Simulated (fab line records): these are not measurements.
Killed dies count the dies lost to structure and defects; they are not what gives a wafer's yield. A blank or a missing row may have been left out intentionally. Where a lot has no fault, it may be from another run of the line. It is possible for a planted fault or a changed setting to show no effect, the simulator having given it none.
A lot that was struck, set against a sound lot    flow sky130    34 steps out of a route of 708
Sound: the wafers L748.3, L748.5, L748.6. Wafers struck: L758.2, L758.3, L758.6. The cause is given at the end.
At each step with rows: each side's tool, then ch and its chambers, then its first start. Under that, the readings that differ: sound wafers    struck wafers    difference of the means    sigmas: that difference in standard deviations of wafers without a fault.
alike: a reading whose means differ by less than 2 such deviations, as well as words and numbers matching on both sides. not compared: withheld readings; readings where some wafer has no value; bounds like >300 that might hide an equal value; numbers whose values overlap and for which the record gives no deviation.
The two part at a step that has a row with sigmas, a row that says differs or no value, or rows on one side only. When numbers do not overlap yet have no deviation, they are printed without sigmas and do not part them. Lack of a reading on every wafer of one side parts them only where that side has two or more wafers.

first, 10 steps without rows for these wafers: SKY_VIA1_EXPOSE_09 (exposes mask VIM, target cd 150 nm); SKY_VIA1_PEB_10; SKY_VIA1_DEVELOP_11 (develop time 60 s); SKY_VIA1_ETCH_14 (etches BARC in N2/H2, stops on SiO2, time 45.9 s, target depth 60 nm); SKY_VIA1_ETCH_15 (etches SiO2 in C4F8/O2/Ar, stops on TiN, target depth 351 nm, time 54 s); SKY_VIA1_STRIP_16 (strips in O2/N2); SKY_VIA1_STRIP_17 (strips in post etch residue remover, time 1200 s); SKY_VIA1_CLEAN_18 (cleans in IPA, time 180 s); SKY_VIA1_CLEAN_19 (cleans in O3/DIW); SKY_VIA1_SPUTTER_20 (material TiN, target thk 20 nm, time 80 s).
SKY_VIA1_CVD_21: deposits W, target thk 270 nm, time 80.902 s.
  sound on cvd w-02 ch 0,1, day 37 15:17; struck on cvd w-02 ch 0,1, day 39 22:59
  alike: chamber pressure Torr, heater power w
then, 22 steps without rows for these wafers: SKY_VIA1_CMP_24 (polishes, stops on SiO2, t overpolish 15 s, target thk 0 nm); SKY_METAL2_SPUTTER_00 (material Ti, target thk 15 nm, time 10 s); SKY_METAL2_SPUTTER_01 (material TiN, target thk 20 nm, time 16.7 s); SKY_METAL2_SPUTTER_02 (material AlCu, target thk 250 nm, time 13.3 s); SKY_METAL2_SPUTTER_03 (material Ti, target thk 5 nm, time 3.3 s); SKY_METAL2_SPUTTER_04 (material TiN, target thk 70 nm, time 58.3 s); SKY_METAL2_DEHYDRATE_07 (time 60 s); SKY_METAL2_HMDS_08 (prime time 60 s); SKY_METAL2_COAT_09 (resist thk 60 nm); SKY_METAL2_COAT_10 (resist thk 450 nm); SKY_METAL2_SOFTBAKE_11 (time 90 s); SKY_METAL2_EXPOSE_12 (exposes mask MM2, target cd 140 nm); SKY_METAL2_PEB_13; SKY_METAL2_DEVELOP_14 (develop time 60 s); SKY_METAL2_DESCUM_17 (chemistry O2, time 8 s); SKY_METAL2_ETCH_18 (etches BARC in N2/H2, stops on SiO2, time 45.9 s, target depth 60 nm); SKY_METAL2_METAL_ETCH_19 (etches the open film in Cl2/BCl3, stops on SiO2, target depth 360 nm, time 78 s); SKY_METAL2_STRIP_20 (strips in O2/N2); SKY_METAL2_STRIP_21 (strips in post etch residue remover, time 1200 s); SKY_METAL2_CLEAN_22 (cleans in IPA, time 180 s); SKY_METAL2_CLEAN_23 (cleans in O3/DIW); SKY_VIA2_HDPCVD_00 (deposits SiO2, target thk 1180 nm, time 196.7 s).
-- the record jumps here: 10 days lie between the struck wafers' starts before and after (it left off in module VIA2 and takes up again in module PAD_OPEN, whose first step shown is number 708 of the route) --
SKY_PAD_OPEN_PROBE_99:
  struck on prober-02, day 50 04:02; sound on prober-02, day 48 11:36
reading                   sound           struck          difference  sigmas
defect limited yield (%)  82.9 84.6 80.5  75.4 73.8 81.3  -5.8        -3
killed_at_M0_to_M3        48 37 44        86 84 50        +30         +5
killed dies               84 76 96        121 129 92      +29         +3
sort_bin_3_pad_short (%)  0.8 0.6 1.4     2.8 2.8 1.2     +1.3        +4
sort_bin_5_function (%)   9.1 7.3 12.0    14.4 16.7 10.8  +4.5        +3
sort n pass               408 416 396     371 363 400     -29         -3
sort yield pct (%)        82.9 84.6 80.5  75.4 73.8 81.3  -5.8        -3
  alike: killed_at_M4_up, killed at contacts, killed at front end, killed at other, killed open, killed short, sort_bin_6_memory
  not compared: model.etest.tester.sort n pass, model.etest.tester.sort yield pct, model.etest.tester.sort_bin_5_pct, model.etest.tester.sort_bin_3_pct

WHERE THEY PART
SKY_PAD_OPEN_PROBE_99 only, going by this record.

WHY: the cause the simulator had injected
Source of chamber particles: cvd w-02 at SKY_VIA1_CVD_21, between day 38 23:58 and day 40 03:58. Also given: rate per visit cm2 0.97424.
